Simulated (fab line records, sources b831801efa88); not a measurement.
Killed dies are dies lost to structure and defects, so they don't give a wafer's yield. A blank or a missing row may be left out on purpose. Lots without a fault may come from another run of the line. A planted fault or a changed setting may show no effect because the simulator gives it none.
Which tool did it? | flow gf180mcu | 12 lots, 36 wafers sampled, at 5 steps of a route of 602

WHAT THE GAUGES READ, wafer by wafer
GF_HV_LDD_CD_MEAS_19: target cd 400 nm. Usual: cd_nm 399.9 nm, standard deviation 2.6.
lot  | measured     | on        | cd_nm (nm)        | flag
L549 | day 10 15:02 | cd_sem-01 | 397.9 398.4 399.1 |
L550 | day 11 01:53 | cd_sem-02 | 400.4 400.8 398.6 |
L551 | day 11 06:14 | cd_sem-01 | 399.6 398.2 400.9 |
L552 | day 11 21:35 | cd_sem-01 | 396.0 395.3 394.4 |
L554 | day 12 14:52 | cd_sem-01 | 391.7 394.7 394.0 |
L562 | day 15 04:34 | cd_sem-02 | 401.9 403.1 399.9 |
L564 | day 15 19:05 | cd_sem-02 | 403.0 403.7 403.2 |
L565 | day 16 03:41 | cd_sem-02 | 400.2 398.7 401.6 |
L567 | day 16 11:53 | cd_sem-01 | 400.6 400.7 400.1 |
L569 | day 17 02:42 | cd_sem-01 | 405.2 401.3 403.4 |
L570 | day 17 08:50 | cd_sem-02 | 399.7 399.3 399.7 |
L572 | day 18 14:21 | cd_sem-02 | 401.9 399.5 402.0 |

GF_HV_LDD_RS_MEAS_53: measures by four-point-probe. Usual: HV_LDD_RS 418.8 ohm/sq, standard deviation 0.89.
lot  | measured     | on            | HV_LDD_RS (ohm/sq) | flag
L549 | day 12 05:44 | film_metro-02 | 417.8 417.5 416.9  |
L550 | day 12 17:55 | film_metro-03 | 419.0 418.1 419.1  |
L551 | day 12 21:16 | film_metro-03 | 418.8 418.7 418.7  |
L552 | day 13 13:32 | film_metro-04 | 417.8 420.3 418.5  |
L554 | day 14 09:32 | film_metro-04 | 418.8 417.8 418.9  |
L562 | day 17 03:25 | film_metro-03 | 419.5 419.9 419.7  |
L564 | day 17 17:41 | film_metro-03 | 418.2 418.0 418.1  |
L565 | day 18 02:39 | film_metro-03 | 420.1 420.0 421.1  |
L567 | day 18 13:52 | film_metro-03 | 419.1 419.1 419.5  |
L569 | day 18 23:02 | film_metro-04 | 419.2 419.1 418.4  |
L570 | day 19 13:50 | film_metro-02 | 417.9 419.0 417.5  |
L572 | day 20 16:26 | film_metro-04 | 420.5 419.6 419.5  |

GF_SAB_THK_MEAS_01. Usual: SAB_CVD_00_THK 50.0 nm, standard deviation 0.77.
lot  | measured     | on            | SAB_CVD_00_THK (nm) | flag
L549 | day 14 01:05 | film_metro-03 | 49.2 50.5 50.1      |
L550 | day 14 15:38 | film_metro-01 | 49.5 50.2 50.0      |
L551 | day 14 18:05 | film_metro-03 | 50.0 49.3 50.3      |
L552 | day 15 12:21 | film_metro-01 | 49.9 50.4 50.8      |
L554 | day 16 08:43 | film_metro-03 | 50.4 51.7 51.1      |
L562 | day 19 05:31 | film_metro-01 | 49.8 44.0 45.1      | OFF
L564 | day 19 20:49 | film_metro-01 | 50.1 49.9 51.1      |
L565 | day 20 06:10 | film_metro-01 | 50.6 51.4 52.1      |
L567 | day 20 19:25 | film_metro-03 | 47.9 47.7 48.8      |
L569 | day 21 04:08 | film_metro-02 | 49.5 50.8 50.1      |
L570 | day 21 18:05 | film_metro-03 | 51.0 51.7 51.3      |
L572 | day 22 19:34 | film_metro-01 | 49.8 50.2 50.7      |

WHICH TOOL RAN EACH LOT (tool, then ch and the chambers of the sampled wafers, then the start)
lot  | GF_HV_LDD_STRIP_37                   | GF_SAB_CVD_00
L549 | plasma_asher-03 ch 0,1, day 11 10:51 | pecvd-03 ch 0,1,2, day 14 01:02
L550 | plasma_asher-02 ch 0,1, day 11 22:17 | pecvd-03 ch 0,2, day 14 15:36
L551 | plasma_asher-03 ch 0,1, day 12 01:40 | pecvd-03 ch 0,1,2, day 14 18:04
L552 | plasma_asher-03 ch 0,1, day 12 17:00 | pecvd-01 ch 0,2, day 15 12:20
L554 | plasma_asher-02 ch 0,1, day 13 11:55 | pecvd-01 ch 0,1,2, day 16 08:41
L562 | plasma_asher-03 ch 0,1, day 16 03:57 | pecvd-04 ch 0,2, day 19 05:29
L564 | plasma_asher-03 ch 0,1, day 16 18:28 | pecvd-01 ch 0,1,2, day 19 20:48
L565 | plasma_asher-03 ch 0,1, day 17 03:46 | pecvd-01 ch 1,2, day 20 06:08
L567 | plasma_asher-03 ch 0,1, day 17 11:34 | pecvd-03 ch 0,1, day 20 19:23
L569 | plasma_asher-03 ch 0,1, day 18 02:22 | pecvd-03 ch 0,1, day 21 04:06
L570 | plasma_asher-01 ch 0,1, day 18 13:20 | pecvd-01 ch 0,1,2, day 21 18:02
L572 | plasma_asher-03 ch 0,1, day 19 15:19 | pecvd-03 ch 0,2, day 22 19:32
- GF_HV_LDD_STRIP_37: strips in O2/N2.
- GF_SAB_CVD_00: deposits SiO2 from TEOS, target thk 50 nm, time 4.9302 s.

WHAT THE TOOLS THEMSELVES READ (means of the sampled wafers that have a number; where no wafer has one, the mark that the record gives instead)
GF_HV_LDD_STRIP_37. Usual: drypump_motor_current_A 5.6 A, standard deviation 0.34; heater_power_w 334 W, standard deviation 59; o2_flow_sccm 3001 sccm, standard deviation 9; oes_product_au 0.716 a.u., standard deviation 0.0047; platen_temp_c 249.98 C, standard deviation 0.17; strip_time_to_endpoint_s 12.64 s, standard deviation 0.042.
lot  | tool            | drypump_motor_current_A (A) | heater_power_w (W) | o2_flow_sccm (sccm) | oes_product_au (a.u.) | platen_temp_c (C) | strip_time_to_endpoint_s (s) | flag
L549 | plasma_asher-03 | 5.6                         | 366                | 2994                | 0.720                 | 250.00            | 12.66                        |
L550 | plasma_asher-02 | 5.9                         | 294                | 3003                | 0.716                 | 249.91            | 12.61                        |
L551 | plasma_asher-03 | 5.6                         | 364                | 3004                | 0.718                 | 249.94            | 12.67                        |
L552 | plasma_asher-03 | 5.6                         | 398                | 2998                | 0.714                 | 249.90            | 12.61                        |
L554 | plasma_asher-02 | 5.9                         | 290                | 3001                | 0.719                 | 249.99            | 12.66                        |
L562 | plasma_asher-03 | 5.6                         | 365                | 2999                | 0.712                 | 250.00            | 12.57                        |
L564 | plasma_asher-03 | 5.6                         | 400                | 3008                | 0.711                 | 250.06            | 12.61                        |
L565 | plasma_asher-03 | 5.7                         | 399                | 3008                | 0.712                 | 250.10            | 12.65                        |
L567 | plasma_asher-03 | 5.6                         | 368                | 3007                | 0.716                 | 249.82            | 12.64                        |
L569 | plasma_asher-03 | 5.6                         | 401                | 2999                | 0.714                 | 250.26            | 12.61                        |
L570 | plasma_asher-01 | 5.4                         | 285                | 3001                | 0.716                 | 249.87            | 12.70                        |
L572 | plasma_asher-03 | 5.6                         | 390                | 2998                | 0.719                 | 250.14            | 12.67                        |

GF_SAB_CVD_00. Usual: heater_power_w 648 W, standard deviation 93; rf_fwd_power_W 586.5 W, standard deviation 3.
lot  | tool     | heater_power_w (W) | rf_fwd_power_W (W) | flag
L549 | pecvd-03 | 617                | 585.3              |
L550 | pecvd-03 | 571                | 585.7              |
L551 | pecvd-03 | 657                | 585.6              |
L552 | pecvd-01 | 675                | 585.0              |
L554 | pecvd-01 | 726                | 587.1              |
L562 | pecvd-04 | 648                | 591.3              |
L564 | pecvd-01 | 674                | 583.9              |
L565 | pecvd-01 | 780                | 586.4              |
L567 | pecvd-03 | 545                | 585.1              |
L569 | pecvd-03 | 542                | 583.9              |
L570 | pecvd-01 | 684                | 584.2              |
L572 | pecvd-03 | 699                | 586.2              |

THE ANSWER, worked out from the rows above alone
Rule: a lot is off if the mean of its wafers that have a number lies more than 3 standard deviations from the usual mean. A lot without any number at a reading at which 4 lots or more have one is off too. The other lots that the step has rows for count as sound. The gauges are gone through in route order, then the tools' own readings, and for those a lot's mean is taken as printed above. The first step at which some lot is off is used, and at that step the reading that is off furthest; a lot without a number counts as furthest.
Off: L562, at GF_SAB_THK_MEAS_01 (SAB_CVD_00_THK).
A tool fits if, at a process step before that reading, it ran every lot that is off, and no sound lot after the first of them. The gauges at GF_SAB_THK_MEAS_01 are tried like those tools. One fits: pecvd-04 at GF_SAB_CVD_00. It ran no sound lot before its first lot that is off in this sample, so the start can't be narrowed down.
The tool's own readings at GF_SAB_CVD_00 bear it out: on the lots that are off they differ by more than 5 times the standard deviation of the sound lots' means. rf_fwd_power_W reads 591.3 W there against 585.3 W on the sound lots.

WHAT THE SIMULATOR HAD PUT IN
Site profile drift: pecvd-04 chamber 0, from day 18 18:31 on, at GF_SAB_CVD_00. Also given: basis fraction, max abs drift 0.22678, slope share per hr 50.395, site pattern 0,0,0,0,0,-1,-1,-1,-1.
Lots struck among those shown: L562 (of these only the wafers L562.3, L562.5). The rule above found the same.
